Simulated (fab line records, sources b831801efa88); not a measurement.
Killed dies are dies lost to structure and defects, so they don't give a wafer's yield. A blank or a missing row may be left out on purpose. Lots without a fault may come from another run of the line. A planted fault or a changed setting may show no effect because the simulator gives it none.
Which tool did it? | flow sky130 | 7 lots, 21 wafers sampled, at 2 steps of a route of 708

WHAT THE GAUGES READ, wafer by wafer
SKY_SD_N_RS_MEAS_16: measures by four-point-probe.
lot  | measured     | on            | SD_N_RS (ohm/sq)
L985 | day 28 04:59 | film_metro-04 | 68.65 68.68 68.56
L987 | day 28 20:07 | film_metro-04 | 68.68 68.57 68.49
L994 | day 31 08:29 | film_metro-03 | - - -
L999 | day 33 14:37 | film_metro-02 | 68.60 68.63 68.69
L101 | day 34 08:50 | film_metro-02 | 68.41 68.43 68.63
L104 | day 34 17:56 | film_metro-03 | 68.37 68.58 68.33
L107 | day 35 10:32 | film_metro-02 | 68.55 68.54 68.60

WHICH TOOL RAN EACH LOT (tool, then ch and the chambers of the sampled wafers, then the start)
lot  | SKY_SD_N_RTA_14
L985 | rtp_anneal-02 ch 0, day 28 04:48
L987 | rtp_anneal-02 ch 0, day 28 19:56
L994 | rtp_anneal-01, day 31 08:19
L999 | rtp_anneal-01 ch 0, day 33 14:25
L101 | rtp_anneal-01 ch 0, day 34 08:39
L104 | rtp_anneal-01 ch 0, day 34 17:46
L107 | rtp_anneal-02 ch 0, day 35 10:21
- SKY_SD_N_RTA_14: time 2 s.

THE ANSWER, worked out from the rows above alone
Rule: what is usual is taken from the lots themselves. Put in order of their means at a reading, lots are off if they are a third of the lots or fewer, leave a main group of 4 or more, and stand apart from it by a gap of 3 or more times the standard deviation of the main group's means; of several such gaps the widest counts. A main group whose means are all the same, to the digits that the tables above print for the reading, isn't used. A lot without any number at a reading at which 4 lots or more have one is off too. The other lots that the step has rows for count as sound.
Off: L994, at SKY_SD_N_RS_MEAS_16 (SD_N_RS). Without a number there: L994. The main group: mean 68.56 ohm/sq, standard deviation 0.076.
A tool fits if, at a process step before that reading, it ran every lot that is off, and no sound lot after the first of them. The gauges at SKY_SD_N_RS_MEAS_16 are tried like those tools. None of those tried fits.

WHAT THE SIMULATOR HAD PUT IN
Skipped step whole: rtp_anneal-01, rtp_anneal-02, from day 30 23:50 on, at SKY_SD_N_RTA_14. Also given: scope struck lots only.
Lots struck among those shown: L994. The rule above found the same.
